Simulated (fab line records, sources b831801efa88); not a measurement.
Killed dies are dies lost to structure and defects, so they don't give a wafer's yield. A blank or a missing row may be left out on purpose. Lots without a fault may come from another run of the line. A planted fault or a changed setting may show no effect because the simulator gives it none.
fab line records | flow sky130
record lots=6 wafers=18 last_day=50
route steps=708 shown METAL2@492 VIA2@507 METAL3@532 PAD_OPEN@708
lots that met no fault: from a run of the same line without faults
start_h: hours from the record's first day to the start of the lot's first wafer shown | wait_h: hours since the lot's step before | " the same as in the row above | L1.1+2: a row that stands for several wafers | - no value, or no start given | * or withheld: withheld | < > ~ a bound
route shown NAME@n: a module of which the file shows steps, and the number in the route of the first | usual: mean/standard deviation of fault-free wafers | same: alike in all rows | chamber/n: place in a boat | sites: the reading at each site | _std_site: their standard deviation | _edge_site: outer sites' mean less inner sites' | radius_mm: how far each site lies from the wafer's centre | mask NAME#n: copy n | behind: the tool/chamber that last shaped the wafer | hold: why the lot was held/for how many hours/how that ended | device: the transistor (n, p or np) that didn't switch | end of line: the same wafers' tests at the end of the route | a step without rows: its recipe alone | killed: dies lost to structure and defects at the first sort, not the wafer's yield | map: a wafer's dies, x killed, . not, _ none there
set.NAME: the setting as run; set.NAME@STEP: as run at that earlier step | model.NAME: the simulator's own value behind a step, which no gauge read
lots at some steps of the route; a table a step, a row a wafer
services: from which hour (start_h, from the record's first day; less than 0 if before it) a tool's chamber was out of use, for how many hours, and why
## steps
# step SKY_METAL2_COAT_09
# recipe resist=BARC temp_c=withheld time_s=withheld spin_rpm=3000 resist_thk_nm=60
# step SKY_METAL2_COAT_10
# recipe resist=KrF-thick spin_rpm=3000 resist_thk_nm=450
# step SKY_METAL2_SOFTBAKE_11
# recipe temp_c=100 time_s=90 resist=KrF-thick
# step SKY_METAL2_EXPOSE_12
# recipe mask_id=MM2 na=0.8 source_shape=annular sigma_inner=0.55 sigma_outer=0.85 target_cd_nm=140 dose_mj=28
# step SKY_METAL2_PEB_13
# recipe peb_temp_c=withheld peb_time_s=withheld resist=KrF-thick
# step SKY_METAL2_DEVELOP_14
# recipe develop_time_s=60 resist=KrF-thick dev_temp_c=21
# step SKY_METAL2_CD_MEAS_15
# recipe target_cd_nm=140
# usual cd_nm=140.0/1.5
# columns lot.wafer tool chamber start_h wait_h cd_nm
L560.2 cd_sem-01 - 802.48 - 139.3
L560.3 " - " " 141.2
L560.5 " - " " 140.3
L569.1 cd_sem-02 - 887.68 - 140.2
L569.2 " - " " 140.3
L569.5 " - " " 141.8
L570.1 cd_sem-01 - 900.61 - 139.7
L570.5 " - " " 139.8
L570.6 " - " " 141.0
L574.2 cd_sem-01 - 918.63 - 140.4
L574.4 " - " " 140.7
L574.6 " - " " 140.6
L576.2 cd_sem-01 - 946.76 - 140.8
L576.3 " - " " 141.2
L576.5 " - " " 141.5
L582.4 cd_sem-02 - 990.50 - 139.1
L582.5 " - " " 138.2
L582.6 " - " " 139.3
# step SKY_METAL2_OVL_MEAS_16
# usual METAL2_OVL=-1/6
# columns lot.wafer tool chamber start_h wait_h METAL2_OVL[nm]
L560.2 overlay-01 - 802.59 0.1 -2
L560.3 " - " " 2
L560.5 " - " " -4
L569.1 overlay-01 - 887.80 0.1 -6
L569.2 " - " " -3
L569.5 " - " " -5
L570.1 overlay-02 - 900.73 0.1 2
L570.5 " - " " 2
L570.6 " - " " -9
L574.2 overlay-01 - 918.74 0.1 3
L574.4 " - " " 3
L574.6 " - " " 2
L576.2 overlay-02 - 946.86 0.1 12
L576.3 " - " " 17
L576.5 " - " " 8
L582.4 overlay-01 - 990.57 0.1 0
L582.5 " - " " -8
L582.6 " - " " -14
# step SKY_METAL2_DESCUM_17
# recipe chemistry=O2 source_power_w=150 bias_power_w=0 pressure_mtorr=10 temp_c=40 time_s=8
# usual drypump_motor_current_A=5.44/0.24 oes_product_au=0.998/0.0072
# columns lot.wafer tool chamber start_h wait_h drypump_motor_current_A oes_product_au rf_hours_counter_h
L560.2 rie_metal-03 1 802.62 0.0 5.29 1.014 8
L560.3 " 0 " " 5.57 1.007 -
L560.5 " 0 " " 5.57 1.003 -
L569.1 rie_metal-04 1 887.84 0.0 5.23 0.992 11
L569.2 " 0 " " 5.65 0.995 18
L569.5 " 1 " " 5.24 0.995 -
L570.1 rie_metal-03 0 900.77 0.0 5.54 1.001 17
L570.5 " 1 " " 5.28 0.983 -
L570.6 " 0 " " 5.58 1.001 -
L574.2 rie_metal-04 1 918.78 0.0 5.26 1.005 -
L574.4 " 1 " " 5.28 1.005 -
L574.6 " 1 " " 5.26 1.007 -
L576.2 rie_metal-03 1 946.90 0.0 5.30 0.990 -
L576.3 " 1 " " 5.30 1.008 -
L576.5 " 1 " " 5.28 1.001 -
L582.4 rie_metal-03 1 990.60 0.0 5.28 0.992 -
L582.5 " 0 " " 5.55 0.998 -
L582.6 " 1 " " 5.28 0.989 -
# step SKY_METAL2_ETCH_18
# recipe chemistry=N2/H2 target=BARC ion_energy_ev=200 bias_w=100 pressure_mtorr=30 n2_flow_sccm=100 h2_flow_sccm=200 icp_w=500 stop_on=SiO2 time_s=45.9 target_depth_a=600
# step SKY_METAL2_METAL_ETCH_19
# recipe target_depth_a=3600 stop_on=SiO2 over_etch_frac=0.3 time_s=78 chemistry=Cl2/BCl3 resist_sidewall_deg=88 pressure_mtorr=10 icp_w=900 bias_w=48.5 Cl2_flow_sccm=60 bcl3_flow_sccm=30
# usual drypump_motor_current_A=5.44/0.24 oes_product_au=0.856/0.0062 throttle_valve_pct=22.265/0.009
# columns lot.wafer tool chamber start_h wait_h drypump_motor_current_A oes_product_au rf_hours_counter_h throttle_valve_pct
L560.2 rie_metal-03 1 802.71 0.0 5.27 0.856 8 22.277
L560.3 " 0 " " 5.57 0.862 - 22.264
L560.5 " 0 " " 5.56 0.853 - 22.264
L569.1 rie_metal-04 1 887.94 0.0 5.23 0.859 11 22.267
L569.2 " 0 " " 5.66 0.856 18 22.272
L569.5 " 1 " " 5.25 0.854 - 22.261
L570.1 rie_metal-03 0 900.86 0.0 5.55 0.855 17 22.267
L570.5 " 1 " " 5.31 0.857 - 22.248
L570.6 " 0 " " 5.56 0.848 - 22.259
L574.2 rie_metal-04 1 918.99 0.1 5.26 0.856 - 22.260
L574.4 " 1 " " 5.23 0.855 - 22.255
L574.6 " 1 " " 5.25 0.861 - 22.268
L576.2 rie_metal-03 1 947.11 0.1 5.30 0.852 - 22.263
L576.3 " 1 " " 5.29 0.861 - 22.277
L576.5 " 1 " " 5.28 0.855 - 22.255
L582.4 rie_metal-03 1 990.72 0.1 5.31 0.854 - 22.257
L582.5 " 0 " " 5.55 0.857 - 22.251
L582.6 " 1 " " 5.28 0.844 - 22.260
# step SKY_METAL2_STRIP_20
# recipe chemistry=O2/N2 power_w=1400 pressure_mtorr=1500 platen_temp_c=withheld o2_flow_sccm=3000 n2_flow_sccm=300 overash_fraction=0.5
# step SKY_METAL2_STRIP_21
# recipe chemistry=post_etch_residue_remover time_s=1200 temp_c=72.5
# columns lot.wafer tool chamber start_h wait_h
L560.2+3+5 wet_bench-01 2 802.90 0.1
L569.1+2+5 wet_bench-03 0 888.13 0.1
L570.1+5+6 wet_bench-03 0 901.05 0.1
L574.2+4+6 wet_bench-02 2 919.24 0.1
L576.2+3+5 wet_bench-02 0 947.36 0.1
L582.4+5+6 wet_bench-03 0 990.88 0.0
# step SKY_METAL2_CLEAN_22
# recipe chemistry=IPA time_s=180 temp_c=25
# step SKY_METAL2_CLEAN_23
# recipe chemistry=O3/DIW dry=n2_spin
# step SKY_VIA2_HDPCVD_00
# recipe material=SiO2 target_thk_nm=1180 sigma_open_frac=0.3 time_s=196.7 temp_c=400 sih4_flow_sccm=60 pressure_mtorr=6
# step SKY_VIA2_THK_MEAS_01
# recipe reads=SiO2_of_VIA2_HDPCVD_00
# usual VIA2_HDPCVD_THK=1184/9.6
# columns lot.wafer tool chamber start_h wait_h VIA2_HDPCVD_THK[nm]
L560.2 film_metro-04 - 803.54 0.1 1177
L560.3 " - " " 1194
L560.5 " - " " 1188
L569.1 film_metro-04 - 888.78 0.1 1197
L569.2 " - " " 1193
L569.5 " - " " 1192
L570.1 film_metro-01 - 901.67 0.1 1192
L570.5 " - " " 1179
L570.6 " - " " 1164
L574.2 film_metro-01 - 919.87 0.1 1184
L574.4 " - " " 1172
L574.6 " - " " 1196
L576.2 film_metro-01 - 948.43 0.1 1187
L576.3 " - " " 1176
L576.5 " - " " 1176
L582.4 film_metro-01 - 992.01 0.0 1178
L582.5 " - " " 1196
L582.6 " - " " 1180
# step SKY_VIA2_CMP_02
# recipe material=SiO2 down_force_psi=4 platen_rpm=60 pad_velocity_m_s=0.94248
# step SKY_VIA2_BOW_MEAS_03
# recipe mode=bow
# usual VIA2_BOW=86/6.9
# columns lot.wafer tool chamber start_h wait_h VIA2_BOW[um]
L560.2 film_metro-03 - 803.91 0.2 75
L560.3 " - " " 78
L560.5 " - " " 89
L569.1 film_metro-03 - 889.14 0.2 84
L569.2 " - " " 81
L569.5 " - " " 85
L570.1 film_metro-04 - 902.03 0.1 85
L570.5 " - " " 72
L570.6 " - " " 71
L574.2 film_metro-03 - 920.24 0.2 77
L574.4 " - " " 78
L574.6 " - " " 97
L576.2 film_metro-04 - 948.80 0.3 82
L576.3 " - " " 96
L576.5 " - " " 91
L582.4 film_metro-04 - 992.40 0.3 88
L582.5 " - " " 94
L582.6 " - " " 82
# step SKY_VIA2_DEHYDRATE_04
# recipe temp_c=200 time_s=60
# step SKY_VIA2_HMDS_05
# recipe prime_time_s=60 prime_temp_c=120
# step SKY_VIA2_COAT_06
# recipe resist=BARC temp_c=withheld time_s=withheld spin_rpm=3000 resist_thk_nm=60
# step SKY_VIA2_COAT_07
# recipe resist=KrF-thick spin_rpm=3000 resist_thk_nm=450
# step SKY_VIA2_SOFTBAKE_08
# recipe temp_c=100 time_s=90 resist=KrF-thick
# step SKY_VIA2_EXPOSE_09
# recipe mask_id=VIM2 na=0.8 source_shape=annular sigma_inner=0.55 sigma_outer=0.85 target_cd_nm=200 dose_mj=38
# step SKY_VIA2_PEB_10
# recipe peb_temp_c=withheld peb_time_s=withheld resist=KrF-thick
# step SKY_VIA2_DEVELOP_11
# recipe develop_time_s=60 resist=KrF-thick dev_temp_c=21
# step SKY_VIA2_CD_MEAS_12
# recipe target_cd_nm=200
# usual cd_nm=199.7/1.7
# columns lot.wafer tool chamber start_h wait_h cd_nm
L560.2 cd_sem-02 - 829.58 - 199.2
L560.3 " - " " 199.6
L560.5 " - " " 198.8
L569.1 cd_sem-01 - 914.49 - 200.4
L569.2 " - " " 199.4
L569.5 " - " " 199.6
L570.1 cd_sem-02 - 926.69 - 200.6
L570.5 " - " " 199.0
L570.6 " - " " 199.3
L574.2 cd_sem-02 - 945.01 - 198.8
L574.4 " - " " 197.3
L574.6 " - " " 197.0
L576.2 cd_sem-02 - 973.08 - 196.6
L576.3 " - " " 198.4
L576.5 " - " " 196.9
L582.4 cd_sem-01 - 1015.65 - 201.0
L582.5 " - " " 200.8
L582.6 " - " " 199.7
# step SKY_VIA2_OVL_MEAS_13
# usual VIA2_OVL=-1/4.9
# columns lot.wafer tool chamber start_h wait_h VIA2_OVL[nm]
L560.2 overlay-02 - 829.69 0.1 5
L560.3 " - " " 1
L560.5 " - " " -3
L569.1 overlay-02 - 914.61 0.1 -4
L569.2 " - " " -4
L569.5 " - " " 0
L570.1 overlay-01 - 926.81 0.1 5
L570.5 " - " " 2
L570.6 " - " " 2
L574.2 overlay-02 - 945.11 0.1 -2
L574.4 " - " " -1
L574.6 " - " " -4
L576.2 overlay-01 - 973.19 0.1 0
L576.3 " - " " 9
L576.5 " - " " 10
L582.4 overlay-01 - 1015.72 0.1 2
L582.5 " - " " 8
L582.6 " - " " 4
# step SKY_VIA2_ETCH_14
# recipe chemistry=N2/H2 target=BARC ion_energy_ev=200 source_w=500 bias_w=100 pressure_mtorr=30 n2_flow_sccm=100 h2_flow_sccm=200 stop_on=SiO2 time_s=45.9 target_depth_a=600
# step SKY_VIA2_ETCH_15
# recipe target=SiO2 chemistry=C4F8/O2/Ar target_depth_nm=546 stop_on=TiN mask_material=KrF-thick source_w=1500 bias_w=1200 pressure_mtorr=40 c4f8_flow_sccm=withheld O2_flow_sccm=6 Ar_flow_sccm=300 time_s=84
# usual oes_product_au=0.941/0.005
# columns lot.wafer tool chamber start_h wait_h oes_product_au rf_hours_counter_h
L560.2 rie_diel-02 1 829.76 0.0 0.945 9
L560.3 " 3 " " 0.945 7
L560.5 " 3 " " 0.934 -
L569.1 rie_diel-04 2 914.68 0.0 0.939 13
L569.2 " 3 " " 0.926 12
L569.5 " 3 " " 0.939 -
L570.1 rie_diel-01 2 926.88 0.0 0.951 25
L570.5 " 1 " " 0.938 -
L570.6 " 2 " " 0.943 -
L574.2 rie_diel-01 2 945.18 0.0 0.943 25
L574.4 " 0 " " 0.935 23
L574.6 " 1 " " 0.942 -
L576.2 rie_diel-02 3 973.26 0.0 0.941 11
L576.3 " 2 " " 0.944 15
L576.5 " 2 " " 0.940 -
L582.4 rie_diel-02 1 1015.78 0.0 0.944 14
L582.5 " 1 " " 0.944 -
L582.6 " 0 " " 0.945 -
# step SKY_VIA2_STRIP_16
# recipe chemistry=O2/N2 power_w=1400 pressure_mtorr=1500 platen_temp_c=withheld o2_flow_sccm=3000 n2_flow_sccm=300 overash_fraction=0.5
# step SKY_VIA2_STRIP_17
# recipe chemistry=post_etch_residue_remover time_s=1200 temp_c=72.5
# step SKY_VIA2_CLEAN_18
# recipe chemistry=IPA time_s=180 temp_c=25
# step SKY_VIA2_CLEAN_19
# recipe chemistry=O3/DIW dry=n2_spin
# step SKY_VIA2_SPUTTER_20
# recipe material=TiN target_thk_nm=20 chamber_pressure_pa=5 power_w=4000 time_s=80
# step SKY_VIA2_CVD_21
# recipe material=W target_thk_nm=420 time_s=126.4 temp_c=400 pressure_torr=40
# step SKY_VIA2_RS_MEAS_22
# recipe thk_meas_gauge=four-point-probe reads=W_of_VIA2_CVD_21+TiN_of_VIA2_SPUTTER_20
# usual VIA2_W_RS=0.2733/0.0029
# columns lot.wafer tool chamber start_h wait_h VIA2_W_RS[ohm/sq]
L560.2 film_metro-03 - 830.63 0.1 0.2743
L560.3 " - " " 0.2759
L560.5 " - " " 0.2777
L569.1 film_metro-04 - 915.56 0.1 0.2762
L569.2 " - " " 0.2740
L569.5 " - " " 0.2791
L570.1 film_metro-01 - 927.80 0.1 0.2724
L570.5 " - " " 0.2712
L570.6 " - " " 0.2693
L574.2 film_metro-03 - 946.15 0.1 0.2716
L574.4 " - " " 0.2729
L574.6 " - " " 0.2697
L576.2 film_metro-01 - 974.14 0.1 0.2680
L576.3 " - " " 0.2725
L576.5 " - " " 0.2727
L582.4 film_metro-03 - 1016.69 0.1 0.2739
L582.5 " - " " 0.2733
L582.6 " - " " 0.2740
# step SKY_VIA2_THK_MEAS_23
# recipe thk_meas_gauge=xrf reads=W_of_VIA2_CVD_21
# usual VIA2_W_THK=439/8.6
# columns lot.wafer tool chamber start_h wait_h VIA2_W_THK[nm]
L560.2 film_metro-03 - 830.74 0.1 442
L560.3 " - " " 435
L560.5 " - " " 435
L569.1 film_metro-04 - 915.68 0.1 426
L569.2 " - " " 430
L569.5 " - " " 420
L570.1 film_metro-01 - 927.92 0.1 449
L570.5 " - " " 454
L570.6 " - " " 454
L574.2 film_metro-03 - 946.26 0.1 447
L574.4 " - " " 446
L574.6 " - " " 454
L576.2 film_metro-01 - 974.25 0.1 449
L576.3 " - " " 444
L576.5 " - " " 444
L582.4 film_metro-03 - 1016.78 0.1 441
L582.5 " - " " 446
L582.6 " - " " 440
# step SKY_VIA2_CMP_24
# recipe stop_on=SiO2 t_overpolish_s=20 down_force_psi=3.5 platen_rpm=60 target_thk_nm=0 pad_velocity_m_s=0.94248
# usual motor_current_A=10.7/0.86 overpolish_run_s=19.999/0.0091 time_to_endpoint_s=102/3.1
# columns lot.wafer tool chamber start_h wait_h motor_current_A overpolish_run_s time_to_endpoint_s
L560.3 cmp-01 1 830.79 0.0 11.2 20.002 102
L560.2 " 2 " " 10.1 19.994 101
L560.5 " 1 " " 11.3 19.998 102
L569.1 cmp-01 1 915.84 0.1 11.0 20.009 104
L569.2 " 2 " " 9.9 20.008 106
L569.5 " 1 " " 11.3 20.002 108
L570.1 cmp-02 0 928.03 0.1 11.0 19.996 102
L570.6 " 3 " " 9.3 19.995 101
L570.5 " 0 " " 11.2 19.982 98
L574.4 cmp-01 0 946.31 0.0 11.9 19.992 105
L574.2 " 1 " " 10.0 19.999 109
L574.6 " 0 " " 12.6 20.007 110
L576.2 cmp-02 3 974.30 0.0 9.6 19.986 107
L576.3 " 2 " " 11.2 20.016 108
L576.5 " 0 " " 11.5 19.999 103
L582.4 cmp-01 3 1016.96 0.2 10.6 20.000 95
L582.6 " 0 " " 11.5 20.002 98
L582.5 " 1 " " 10.8 20.004 93
# step SKY_METAL3_SPUTTER_00
# recipe material=Ti target_thk_nm=15 power_w=3000 time_s=10 chamber_pressure_pa=0.4
# usual chamber_pressure_pa=0.4001/0.00076 throttle_valve_pct=29.7/0.81
# columns lot.wafer tool chamber start_h wait_h chamber_pressure_pa throttle_valve_pct
L560.2 pvd_sputter-01 - 831.09 0.2 0.4009 28.8
L560.3 " - " " 0.3997 29.7
L560.5 " - " " 0.3991 30.3
L569.1 pvd_sputter-02 - 916.14 0.2 0.3996 30.6
L569.2 " - " " 0.4006 29.9
L569.5 " - " " 0.4008 32.1
L570.1 pvd_sputter-01 - 928.28 0.2 0.3990 28.9
L570.5 " - " " 0.4007 30.3
L570.6 " - " " 0.3996 29.6
L574.2 pvd_sputter-04 - 946.61 0.2 0.4014 29.4
L574.4 " - " " 0.4005 29.6
L574.6 " - " " 0.4016 28.8
L576.2 pvd_sputter-04 - 974.60 0.2 0.3997 29.2
L576.3 " - " " 0.3999 28.8
L576.5 " - " " 0.4002 29.4
L582.4 pvd_sputter-02 - 1017.11 0.1 0.3993 30.0
L582.5 " - " " 0.3998 30.2
L582.6 " - " " 0.3987 31.9
# step SKY_METAL3_SPUTTER_01
# recipe material=TiN target_thk_nm=20 power_w=6500 time_s=16.7 chamber_pressure_pa=0.4
# step SKY_PAD_OPEN_PROBE_99
# usual defect_limited_yield=82.4/2.1 killed_at_M0_to_M3=44/7 killed_at_M4_up=3.0/1.9 killed_at_contacts=24/5.4 killed_at_front_end=15/4.6 killed_at_other=0.3/0.5 killed_dies=87/10 killed_open=47/7 killed_short=40/6.2 sort_bin_3_pad_short=0.9/0.5 sort_bin_5_function=10.4/1.4 sort_bin_6_memory=6.3/1.2 sort_n_pass=405/10 sort_yield_pct=82.4/2.1
# same gross_dies=492 killed_at_back_side=0 sort_bin_4_leakage[%]=0 sort_bin_8_speed[%]=0
# columns lot.wafer tool chamber start_h wait_h defect_limited_yield[%] killed_at_M0_to_M3 killed_at_M4_up killed_at_contacts killed_at_front_end killed_at_other killed_dies killed_open killed_short sort_bin_3_pad_short[%] sort_bin_5_function[%] sort_bin_6_memory[%] sort_n_pass sort_yield_pct[%] model.etest.tester.sort_n_pass model.etest.tester.sort_yield_pct model.etest.tester.sort_bin_5_pct model.etest.tester.sort_bin_3_pct
L560.2 prober-02 - 1058.44 0.1 77.2 53 5 28 24 2 112 65 47 1.4 12.2 9.1 380 77.2 380 77.24 12.2 1.423
L560.3 prober-02 - 1058.49 0.2 81.5 48 3 21 19 0 91 51 40 1.6 10.8 6.1 401 81.5 401 81.5 10.77 1.626
L560.5 prober-02 - 1058.59 0.2 82.9 47 0 27 10 0 84 48 36 0.2 11.8 5.1 408 82.9 408 82.93 11.79 0.2033
L569.1 prober-01 - 1128.11 0.1 70.5 114 1 16 14 0 145 37 38 5.5 17.5 6.5 347 70.5 347 70.53 17.48 5.488
L569.2 prober-01 - 1128.16 0.1 72.0 98 2 23 15 0 138 37 34 6.5 14.2 7.3 354 72.0 354 71.95 14.23 6.504
L569.5 prober-01 - 1128.31 0.2 71.1 104 4 24 10 0 142 35 41 5.7 16.9 6.3 350 71.1 350 71.14 16.87 5.691
L570.1 prober-01 - 1138.62 0.1 70.3 104 3 26 13 0 146 41 37 6.3 14.8 8.5 346 70.3 346 70.33 14.84 6.301
L570.5 prober-01 - 1138.82 0.2 69.3 108 2 28 13 0 151 46 35 5.1 18.7 6.9 341 69.3 341 69.31 18.7 5.081
L570.6 prober-01 - 1138.87 0.2 70.1 110 2 25 9 1 147 47 37 4.5 19.5 5.9 345 70.1 345 70.12 19.51 4.472
L574.2 prober-02 - 1151.86 0.1 83.5 50 1 14 16 0 81 39 42 1.8 8.9 5.7 411 83.5 411 83.54 8.943 1.829
L574.4 prober-02 - 1151.96 0.2 78.3 59 6 16 26 0 107 55 52 1.2 11.8 8.7 385 78.3 385 78.25 11.79 1.22
L574.6 prober-02 - 1152.06 0.2 82.3 33 5 28 21 0 87 49 38 1.4 10.2 6.1 405 82.3 405 82.32 10.16 1.423
L576.2 prober-01 - 1170.10 0.1 82.7 40 2 27 15 1 85 47 38 0.6 10.4 6.3 407 82.7 407 82.72 10.37 0.6098
L576.3 prober-01 - 1170.15 0.2 85.2 32 3 23 15 0 73 39 34 1.0 8.3 5.5 419 85.2 419 85.16 8.333 1.016
L576.5 prober-01 - 1170.25 0.2 81.5 48 6 20 17 0 91 57 34 0.8 10.6 7.1 401 81.5 401 81.5 10.57 0.813
L582.4 prober-02 - 1201.68 0.2 83.9 42 3 23 11 0 79 49 30 0.4 9.8 5.9 413 83.9 413 83.94 9.756 0.4065
L582.5 prober-02 - 1201.73 0.2 81.7 44 2 28 15 1 90 41 49 2.2 9.3 6.7 402 81.7 402 81.71 9.35 2.236
L582.6 prober-02 - 1201.78 0.2 86.0 35 2 20 11 1 69 36 33 0.4 8.9 4.7 423 86.0 423 85.98 8.943 0.4065
# killed by level:class
L560.2 LI_CONTACT:geometric_particle:open=13 VIA2:geometric_particle:open=10 CONTACT:geometric_particle:open=9 VIA1:geometric_particle:open=8 POLY_GATE:geometric_particle:short=7 METAL3:geometric_particle:short=7 POLY_GATE:geometric_particle:open=6 VIA3:geometric_particle:open=6
L560.3 VIA1:geometric_particle:open=13 CONTACT:geometric_particle:open=8 FIELD_ISO:geometric_particle:short=6 POLY_GATE:geometric_particle:open=6 LI_CONTACT:geometric_particle:open=6 VIA3:geometric_particle:open=6 METAL1:geometric_particle:short=6 VIA2:geometric_particle:open=6
L560.5 VIA1:geometric_particle:open=10 CONTACT:geometric_particle:short=9 VIA3:geometric_particle:open=9 CONTACT:geometric_particle:open=8 LI_CONTACT:geometric_particle:open=7 VIA1:geometric_particle:short=6 METAL2:geometric_particle:short=6 VIA2:geometric_particle:open=5
L569.1 METAL2:unspecified=70 CONTACT:geometric_particle:open=7 VIA1:geometric_particle:open=7 CONTACT:geometric_particle:short=6 METAL3:geometric_particle:short=6 VIA2:geometric_particle:short=6 METAL2:geometric_particle:short=5 VIA3:geometric_particle:open=5
L569.2 METAL2:unspecified=67 CONTACT:geometric_particle:short=7 CONTACT:geometric_particle:open=7 VIA2:geometric_particle:open=7 METAL2:geometric_particle:short=6 LI_CONTACT:geometric_particle:open=5 VIA1:geometric_particle:short=5 VIA1:geometric_particle:open=5
L569.5 METAL2:unspecified=66 VIA2:geometric_particle:open=8 LI_CONTACT:geometric_particle:open=7 VIA1:geometric_particle:open=7 CONTACT:geometric_particle:short=6 VIA1:geometric_particle:short=5 METAL2:geometric_particle:short=5 LOCAL_INTERCONNECT:geometric_particle:short=4
L570.1 METAL2:unspecified=68 CONTACT:geometric_particle:open=12 VIA1:geometric_particle:open=6 POLY_GATE:geometric_particle:open=5 VIA3:geometric_particle:open=5 METAL1:geometric_particle:short=5 CONTACT:geometric_particle:short=4 LI_CONTACT:geometric_particle:open=4
L570.5 METAL2:unspecified=70 VIA1:geometric_particle:open=10 CONTACT:geometric_particle:open=9 POLY_GATE:geometric_particle:open=7 METAL1:geometric_particle:short=7 LI_CONTACT:geometric_particle:open=6 LOCAL_INTERCONNECT:geometric_particle:short=5 CONTACT:geometric_particle:short=4
L570.6 METAL2:unspecified=63 CONTACT:geometric_particle:open=11 VIA1:geometric_particle:open=8 VIA3:geometric_particle:open=8 LI_CONTACT:geometric_particle:open=6 VIA1:geometric_particle:short=6 VIA2:geometric_particle:open=6 CONTACT:geometric_particle:short=5
L574.2 VIA1:geometric_particle:open=9 METAL1:geometric_particle:short=8 FIELD_ISO:geometric_particle:short=7 VIA3:geometric_particle:open=7 LI_CONTACT:geometric_particle:open=6 VIA1:geometric_particle:short=6 VIA2:geometric_particle:open=6 POLY_GATE:geometric_particle:short=4
L574.4 POLY_GATE:geometric_particle:open=15 VIA1:geometric_particle:open=15 METAL1:geometric_particle:short=10 VIA3:geometric_particle:short=7 METAL2:geometric_particle:short=7 VIA3:geometric_particle:open=6 POLY_GATE:geometric_particle:short=5 LI_CONTACT:geometric_particle:open=5
L574.6 VIA1:geometric_particle:open=12 CONTACT:geometric_particle:open=8 LI_CONTACT:geometric_particle:open=7 LOCAL_INTERCONNECT:geometric_particle:short=7 FIELD_ISO:geometric_particle:short=6 POLY_GATE:geometric_particle:open=6 VIA1:geometric_particle:short=5 FIELD_ISO:geometric_particle:open=4
L576.2 LI_CONTACT:geometric_particle:open=10 VIA2:geometric_particle:open=8 VIA1:geometric_particle:open=7 CONTACT:geometric_particle:open=6 VIA3:geometric_particle:open=6 CONTACT:geometric_particle:short=5 VIA1:geometric_particle:short=5 METAL2:geometric_particle:short=4
L576.3 LI_CONTACT:geometric_particle:open=9 VIA3:geometric_particle:open=7 CONTACT:geometric_particle:open=6 VIA3:geometric_particle:short=5 METAL1:geometric_particle:short=5 VIA2:geometric_particle:open=5 POLY_GATE:geometric_particle:open=4 POLY_GATE:geometric_particle:short=3
L576.5 VIA1:geometric_particle:open=18 LI_CONTACT:geometric_particle:open=8 CONTACT:geometric_particle:open=7 VIA2:geometric_particle:open=6 METAL1:geometric_particle:short=5 METAL2:geometric_particle:short=5 FIELD_ISO:geometric_particle:open=4 POLY_GATE:geometric_particle:short=4
L582.4 VIA1:geometric_particle:open=11 LOCAL_INTERCONNECT:geometric_particle:short=7 VIA3:geometric_particle:open=7 VIA2:geometric_particle:open=6 CONTACT:geometric_particle:open=6 METAL2:geometric_particle:short=6 LI_CONTACT:geometric_particle:open=5 FIELD_ISO:geometric_particle:short=3
L582.5 VIA1:geometric_particle:open=11 CONTACT:geometric_particle:short=9 CONTACT:geometric_particle:open=7 VIA2:geometric_particle:open=6 METAL2:geometric_particle:short=6 LOCAL_INTERCONNECT:geometric_particle:short=5 VIA1:geometric_particle:short=5 FIELD_ISO:geometric_particle:short=4
L582.6 CONTACT:geometric_particle:open=9 VIA1:geometric_particle:open=7 VIA2:geometric_particle:open=7 METAL1:geometric_particle:short=5 VIA3:geometric_particle:short=5 LI_CONTACT:geometric_particle:open=4 LOCAL_INTERCONNECT:geometric_particle:short=4 VIA2:geometric_particle:short=4
# map L569.1 (x killed, . not)
__________.........._________
________x......x.x..xx_______
______.xx....xxx..x...x._____
_____x.x...x....x......x.____
____.x..x......xx.........___
___....x...x......x........__
__......x.........x.x..x...._
_...........xx..........xx.x.
_..x...........x..x..........
_.x......x........x..x...x...
_.....x...........x..x.x....x
_x..x.........x.xx.xxxxxxx.xx
_x.....x.....x...xxxxxxxxxx..
_..xx..........xxxxxxxxxxxx..
_.....x..........xxxxxxxxx...
__.....x.......xxxxxxxxxxx.._
___x............xxxxxxxxx.x__
____.............xxxxxxxxx___
_____..x.......x.xx.xx...____
______..x......x...xx..._____
________...x.x..x..x.x_______
__________.....x...._________
# map L570.5 (x killed, . not)
__________.x....x.x._________
________..x..x....x..._______
______..xx.....x........_____
_____..x.........xx......____
____x.................x...___
___......x....xx....xx..x..__
__.x..x...x..xx....x...x...._
_....x.....x....x.x.....x.x..
_....x......x.............x..
_.x....xx...........x........
_xx..x....x........x.x.x..x.x
_.xxx.....xx...x.xxxxxxxxx.x.
_x............x.xxxxxxxxxxx..
_................xxxxxxxxxx.x
_......x.....x.x.xxxxxxxxx.x.
__......x...x....xxxxxxxxx.x_
___......x......x.xxxxxxxxx__
____..xx........x.x.xxxx.x___
_____..x..x..x...xx.x.xx.____
______...............xxx_____
________..x.xx.......x_______
__________...x...x.._________
## services
# columns tool chamber start_h hours kind
rie_diel-02 3 787.06 5.5 repair
cmp-01 - 796.58 0.4 repair
cmp-01 - 803.16 5.3 pm
rie_diel-04 1 820.03 11.9 repair
pvd_sputter-02 - 828.11 2.0 repair
rie_diel-01 - 837.49 0.2 repair
rie_diel-04 2 852.42 4.8 repair
cmp-01 - 857.66 1.1 repair
rie_diel-04 2 877.19 3.9 repair
pvd_sputter-02 - 880.78 6.8 repair
rie_diel-04 - 884.61 0.7 repair
rie_metal-04 - 884.68 2.8 pm
pvd_sputter-01 - 886.78 1.3 repair
rie_metal-03 - 911.09 14.6 pm
cmp-02 - 912.07 4.0 pm
cmp-02 - 923.91 3.1 repair
rie_diel-04 2 942.12 2.1 repair
rie_diel-02 1 949.25 12.3 repair
rie_diel-01 3 970.44 3.8 repair
cmp-01 - 972.43 1.9 repair
cmp-02 - 994.06 6.5 pm
rie_diel-04 0 1007.33 7.2 repair
pvd_sputter-01 - 1008.20 1.7 repair
cmp-02 - 1008.70 4.6 pm
## key
first_sign step=SKY_PAD_OPEN_PROBE_99 reading=sort_bin_3_pad_short direction=up sigmas=9.3 usual=0.9 struck=5.6
effect step=SKY_PAD_OPEN_PROBE_99 reading=killed_at_M0_to_M3 direction=up sigmas=8.9 usual=44 struck=106
model_effect step=SKY_PAD_OPEN_PROBE_99 value=etest.tester.sort_n_pass without=404.5 struck=347.2
met_at SKY_METAL2_STRIP_21
struck_wafers L569.1,L569.2,L569.5,L570.1,L570.5,L570.6
fault kind=chamber_particle_source tool=wet_bench-03 chamber=- onset_h=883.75 steps=SKY_METAL2_STRIP_21 rate_per_visit_cm2=1.8587 end_h=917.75
